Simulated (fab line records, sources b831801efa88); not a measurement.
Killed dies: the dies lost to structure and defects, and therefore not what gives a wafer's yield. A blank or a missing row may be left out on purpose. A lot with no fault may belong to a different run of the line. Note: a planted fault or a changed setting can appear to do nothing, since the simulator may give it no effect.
A lot that was struck, set against a sound lot ; flow sky130 ; 15 out of 708 route steps
Sound: wafers L336.2, L336.3, L336.4. Wafers L349.3, L349.4, L349.6 were the ones struck. The cause comes at the end.
At each step with rows: each side's tool, then ch and its chambers, then its first start. Under that, the readings that differ: sound wafers ; struck wafers ; difference of the means ; sigmas: that difference in standard deviations of wafers without a fault.
alike: readings with means less than 2 such deviations apart, plus words and numbers identical on both sides. not compared: withheld readings, readings lacking a value on some wafer, bounds such as >300 that could conceal the same value, and numbers that have no deviation in the record and whose values overlap.
The two part at a step that has a row with sigmas, a row that says differs or no value, or rows on one side only. Numbers that don't overlap but have no deviation are shown without sigmas and don't part them. Lack of a reading on every wafer of one side parts them only where that side has two or more wafers.

first, 6 steps without rows for these wafers: SKY_GATE_OXIDE_HMDS_04 (prime time 60 s); SKY_GATE_OXIDE_COAT_05 (resist thk 1140 nm); SKY_GATE_OXIDE_SOFTBAKE_06 (time 60 s); SKY_GATE_OXIDE_EXPOSE_07 (exposes mask LVOM, target cd 600 nm); SKY_GATE_OXIDE_PEB_08; SKY_GATE_OXIDE_DEVELOP_09 (develop time 60 s).
SKY_GATE_OXIDE_OVL_MEAS_10:
  sound on overlay-01 at day 14 22:52; struck on overlay-02 at day 19 11:21
  alike: GATE_OXIDE_OVL
then, 2 steps without rows for these wafers: SKY_GATE_OXIDE_IMPLANT_11; SKY_GATE_OXIDE_WET_ETCH_12 (etches SiO2 in dHF, target depth 16.8 nm, time 336 s).
SKY_GATE_OXIDE_STRIP_13: strips in O2/N2.
  sound on plasma asher-01 ch 0,1, day 14 23:10; struck on plasma asher-03 ch 0,1, day 19 11:40
  alike: drypump motor current A, n2 flow sccm, oes product au, strip time to endpoint s
  not compared: rf hours counter h
SKY_GATE_OXIDE_TW_MEAS_14:
  sound on film metro-02 at day 14 23:16; struck on film metro-02 at day 19 11:45
  alike: GATE_OXIDE_TW
then, 1 step without rows for these wafers: SKY_GATE_OXIDE_CLEAN_15 (cleans in SC1/SC2, time 150 s).
SKY_GATE_OXIDE_OXIDATION_16: stabilise 600 s, purge 300 s, target thk 3.57 nm.
  sound on furnace-01 ch 0, day 14 23:22; struck on furnace-01 ch 0, day 19 11:50
reading;sound;struck;difference;sigmas
spike tc bottom C (C);819.7 818.2 819.6;863.2 864.0 864.1;+44.6;+37
spike tc centre C (C);802.8 800.1 802.9;848.2 847.5 847.4;+45.8;+33
spike tc lower C (C);802.3 804.4 800.9;846.5 848.0 845.8;+44.2;+44
spike tc top C (C);811.1 813.6 810.7;856.0 854.7 855.2;+43.5;+31
spike tc upper C (C);802.8 801.7 802.2;845.2 845.6 848.3;+44.1;+29
tube center temp C (C);800.01 800.14 799.97;845.66 845.57 845.7;+45.60;+99 or more
tube_center_temp_C_max;802.6 802.1 802.0;847.8 847.6 847.9;+45.5;+99 or more
zone power bottom pct (%);22.63 22.29 22.05;25.02 25.30 24.91;+2.75;+13
zone power centre pct (%);15.2 15.4 15.2;17.1 16.9 17.4;+1.9;+3
zone power upper pct (%);13.7 13.7 13.5;15.2 15.2 15.0;+1.5;+3
model.SiO2_of_GATE_OXIDE_OXIDATION_01.thk nm (nm);11.46 11.4 11.53;13.49 13.46 13.43;+2.00;
then, 1 step without rows for these wafers: SKY_POLY_GATE_CVD_00 (deposits poly-Si, target thk 180 nm, time 720 s).
-- a jump in the record: the struck wafers' starts before and after are 30 days apart (it breaks off in module POLY_GATE and resumes in module PAD_OPEN, where the first step shown is number 708 of the route) --
SKY_PAD_OPEN_PROBE_99:
  sound on prober-02 at day 46 17:31; struck on prober-01 at day 49 16:20
reading;sound;struck;difference;sigmas
killed at contacts;17 22 23;23 35 43;+13;+2
model.etest.nfet_16v.r on ohm um;1.414e+04 1.405e+04 1.408e+04;1.483e+04 1.483e+04 1.497e+04;+7.867e+02;
model.etest.pfet_01v8.r on ohm um;2768 2728 2828;3608 3705 3636;+875;
model.etest.pfet_16v.r on ohm um;1.538e+04 1.547e+04 1.528e+04;1.617e+04 1.593e+04 1.607e+04;+6.800e+02;
model.etest.tip sonos.rs ohm sq;2601 2604 2607;3116 3107 3119;+510;
model.etest.pfet g5v0d10v5.r on ohm um;4701 4671 4737;5213 5191 5283;+526;
model.etest.nfet_01v8.r on ohm um;790.5 780.5 797.7;1215 1233 1230;+436;
model.etest.tip p.rs ohm sq;6795 6778 6803;6970 7052 7014;+220;
model.etest.nfet_01v8_lvt.drive ua um;606.7 616.5 593.2;366.2 360.7 358;-243.8;
  alike: killed_at_M0_to_M3, killed_at_M4_up, killed at front end, killed at other, killed dies, killed open, killed short

WHERE THEY PART
Last at SKY_PAD_OPEN_PROBE_99 as far as this record goes, first at SKY_GATE_OXIDE_OXIDATION_16.

WHY: whatever the simulator had introduced
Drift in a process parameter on furnace-01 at SKY_GATE_OXIDE_OXIDATION_16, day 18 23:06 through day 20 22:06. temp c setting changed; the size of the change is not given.
